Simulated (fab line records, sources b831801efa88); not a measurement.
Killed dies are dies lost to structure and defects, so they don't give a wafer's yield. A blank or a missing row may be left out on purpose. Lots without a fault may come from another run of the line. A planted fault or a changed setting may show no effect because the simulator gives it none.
Problem report in the 8D (eight disciplines) form, filled by code | flow gf180mcu | the parts of the form that need people (team, actions taken, sign-off) are left out

1. THE PROBLEM
cd_nm at GF_HV_LDD_CD_MEAS_07 reads a mean of 375.7 nm on 6 wafers of 2 lots; wafers without a fault read 400.7 nm with a standard deviation of 2.5. That is -10 standard deviations from the usual mean.
The step: target cd 400 nm.
First seen on wafer L559.3, day 11 07:13, on cd_sem-02. The record holds 33 wafers of 11 lots with a number at this step. Rule for "out", or "out of limits": more than 4 standard deviations from the usual mean. The other wafers with a number count as sound.

2. WHAT IT IS AND WHAT IT IS NOT
question                    | is                     | is not
which readings at this step | cd_nm                  | -
which lots                  | L559, L560             | L554, L555, L556, L557, L558, L569, L572, L575, L577
which wafers of those lots  | all that have a number | -
read on which gauges        | cd_sem-02              | cd_sem-01
when                        | from day 11 07:13      | up to then (15 sound wafers); but 12 sound wafers of L569, L572, L575, L577 came after

3. SUSPECTS, AND WHAT RULES EACH OUT
Counting: a tool at a process step up to the reading stays a suspect if it ran every lot that is out and no sound lot after the first of them.
- the gauge at GF_HV_LDD_CD_MEAS_07: ruled out. All the wafers that are out were read on cd_sem-02, but those of them that GF_HV_LDD_EXPOSE_04 has rows for are out there too, on other tools.
- iline_stepper-01 at GF_HV_LDD_EXPOSE_04 (exposes mask Nplus LV AREA, target cd 400 nm): kept. It ran every lot that is out, first L559 (day 10 22:17), and no sound lot after that; its last sound lot up to then is L558 (day 10 17:01). Its own readings are out on those wafers: exposure_dose_mJ_cm2.
Left after counting: iline_stepper-01 at GF_HV_LDD_EXPOSE_04.

4. THE CAUSE (what the simulator had put in)
Process parameter drift: iline_stepper-01, from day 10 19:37 on, at GF_HV_LDD_EXPOSE_04. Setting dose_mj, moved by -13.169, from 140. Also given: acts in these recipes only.
Counting left only this tool.

5. THE CHAIN OF EFFECTS, in route order
Each row: a reading whose mean over the struck wafers that have a number lies more than 3 standard deviations from the usual. Only readings for which the record gives a usual standard deviation are gone through. hours: the time from each lot's start at the first step in this table that gives one to its start at this step, as a median over the lots. sigmas: the change in usual standard deviations.
hours | step                 | reading              | usual    | on struck wafers | change | sigmas
0     | GF_HV_LDD_EXPOSE_04  | exposure_dose_mJ_cm2 | 139.92   | 128.09           | -11.83 | -84
9     | GF_HV_LDD_CD_MEAS_07 | cd_nm                | 400.7 nm | 375.7            | -25.0  | -10
The process steps in it:
- GF_HV_LDD_EXPOSE_04: exposes mask Nplus LV AREA, target cd 400 nm.
Later measuring or inspecting steps at which every struck wafer that the step has a row for has a number for every such reading, and none has moved that far: GF_M1_CD_MEAS_14.

6. WHAT WOULD HAVE CAUGHT IT SOONER
In this record the first reading out of limits at a measuring or inspecting step was taken at day 11 07:13, 12 hours after the fault began at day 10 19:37.
The tool's own readings at GF_HV_LDD_EXPOSE_04 were out on every struck wafer that the step has a row for (exposure_dose_mJ_cm2): an alarm limit on them would have fired on the first of those.
Of the lots that are out (2), L560 began GF_HV_LDD_EXPOSE_04 on iline_stepper-01 after day 11 07:13. A hold on the tool at that time would have spared it.
